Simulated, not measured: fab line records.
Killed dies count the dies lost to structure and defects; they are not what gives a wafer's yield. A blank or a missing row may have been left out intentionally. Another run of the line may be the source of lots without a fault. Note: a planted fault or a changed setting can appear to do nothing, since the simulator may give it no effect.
Comparing a struck lot with a sound one | flow sky130 | 16 steps out of a route of 708
Sound: these wafers, L878.1, L878.3, L878.4. Wafers struck: L885.2, L885.4, L885.6. Last of all comes the cause.
For every step that has rows: the tool of each side, followed by ch and its chambers, followed by its first start. Under that, the readings that differ: sound wafers | struck wafers | difference of the means | sigmas: that difference in standard deviations of wafers without a fault.
alike: readings whose means differ by less than 2 such deviations, and words and numbers that are the same on both sides. not compared: withheld readings, readings that some wafer has no value for, bounds like >300 that may hide the same value, and numbers for which the record gives no deviation and whose values overlap.
The two part at a step that has a row with sigmas, a row that says differs or no value, or rows on one side only. Numbers that don't overlap but have no deviation are shown without sigmas and don't part them. A reading that every wafer of one side lacks parts them only if that side has two wafers or more.

first, 2 steps without rows for these wafers: SKY_NWELL_IMPLANT_12; SKY_NWELL_IMPLANT_13.
SKY_NWELL_STRIP_14: strips in O2/N2.
  sound on plasma_asher-02 ch 0,1, day 5 23:54; struck on plasma_asher-01 ch 0,1, day 7 17:03
  reading                      | sound             | struck            | difference | sigmas
  strip_time_to_endpoint_s (s) | 36.74 36.79 36.68 | 37.04 37.11 36.97 | +0.30      | +3
  alike: drypump_motor_current_A, o2_flow_sccm, oes_product_au
  not compared: rf_hours_counter_h
SKY_NWELL_TW_MEAS_15:
  struck on film_metro-02, day 7 17:11; sound on film_metro-01, day 6 00:00
  reading  | sound          | struck         | difference | sigmas
  NWELL_TW | 1811 1802 1798 | 1847 1845 1846 | +42        | +2
then, 7 steps without rows for these wafers: SKY_NWELL_DEHYDRATE_16 (time 60 s); SKY_NWELL_HMDS_17 (prime time 60 s); SKY_NWELL_COAT_18 (resist thk 3000 nm); SKY_NWELL_SOFTBAKE_19; SKY_NWELL_EXPOSE_20 (exposes mask NWM COMPLEMENT, target cd 840 nm); SKY_NWELL_PEB_21; SKY_NWELL_DEVELOP_22 (develop time 60 s).
SKY_NWELL_OVL_MEAS_23:
  struck on overlay-02, day 8 14:33; sound on overlay-02, day 6 19:32
  alike: NWELL_01_OVL
SKY_NWELL_IMPLANT_24:
  sound on implanter-03 ch 0, day 6 19:35; struck on implanter-03 ch 0, day 8 14:36
  reading            | sound                       | struck                           | difference  | sigmas
  dose_ions_cm2      | 9.216e+12 9.194e+12 9.2e+12 | 4.5662e+13 4.5654e+13 4.5652e+13 | +3.6453e+13 | +99 or more
  faraday_current_uA | 52.7 50.0 53.2              | 257.6 249.3 262.2                | +204.4      | +99 or more
SKY_NWELL_STRIP_25: strips in O2/N2.
  sound on plasma_asher-01 ch 0,1, day 6 19:44; struck on plasma_asher-02 ch 0,1, day 8 14:44
  alike: drypump_motor_current_A, o2_flow_sccm, oes_product_au, strip_time_to_endpoint_s
  not compared: rf_hours_counter_h
SKY_NWELL_TW_MEAS_26:
  struck on film_metro-02, day 8 15:10; sound on film_metro-03, day 6 19:50
  reading    | sound       | struck      | difference | sigmas
  NWELL_2_TW | 493 492 492 | 823 825 823 | +331       | +52
  not compared: hold
SKY_PAD_OPEN_PROBE_99:
  sound wafers here have rows in the record (prober-02, day 48 06:32); struck ones have none

WHERE THEY PART
Earliest at SKY_NWELL_STRIP_14; latest, in this record, at SKY_PAD_OPEN_PROBE_99.

WHY: the cause the simulator had injected
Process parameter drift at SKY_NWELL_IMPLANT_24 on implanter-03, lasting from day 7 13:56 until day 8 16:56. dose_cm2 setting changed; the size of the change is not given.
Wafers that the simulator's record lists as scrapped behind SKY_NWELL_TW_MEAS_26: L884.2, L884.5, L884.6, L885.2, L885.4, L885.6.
